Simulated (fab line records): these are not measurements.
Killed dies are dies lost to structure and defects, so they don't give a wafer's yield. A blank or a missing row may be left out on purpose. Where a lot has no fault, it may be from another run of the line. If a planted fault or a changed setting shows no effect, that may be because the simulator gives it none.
What tool caused it? ; flow sky130 ; at 1 step of a route of 708, 7 lots with 21 wafers sampled

## WHAT EACH GAUGE READ, for each wafer
SKY_VT_ADJUST_HVTP_CD_MEAS_07 targets a cd of 380 nm.
lot;measured;on;cdNm (nm)
L665;day 7 01:37;cdSem-01;378 376 377
L668;day 7 22:44;cdSem-01;379 377 379
L671;day 8 15:37;cdSem-02;380 380 382
L673;day 9 06:32;cdSem-01;380 379 379
L675;day 9 16:29;cdSem-01;377 376 379
L677;day 10 04:31;cdSem-02;381 381 380
L680;day 10 23:55;cdSem-02;383 385 385

## WHAT TOOL EACH LOT RAN ON (gives the tool, then ch and the chambers of the sampled wafers, and finally the start)
The record holds no process step before these readings.

## THE ANSWER, worked out from the rows above alone
Rule: usual is defined by the lots themselves. The widest of any qualifying gaps counts: lots, ordered by their means at a reading, are off when they make up no more than a third of the lots, leave a main group of 4 or more, and stand apart from it by 3 or more times the standard deviation of that group's means. If all means in a main group match to the digits the tables above print for the reading, that group is not used. A lot without any number at a reading at which 4 lots or more have one is off too. The other lots that the step has rows for count as sound.
Across all readings shown, no lot is off: no conclusion can be drawn from this.

## WHAT THE SIMULATOR HAD PUT IN
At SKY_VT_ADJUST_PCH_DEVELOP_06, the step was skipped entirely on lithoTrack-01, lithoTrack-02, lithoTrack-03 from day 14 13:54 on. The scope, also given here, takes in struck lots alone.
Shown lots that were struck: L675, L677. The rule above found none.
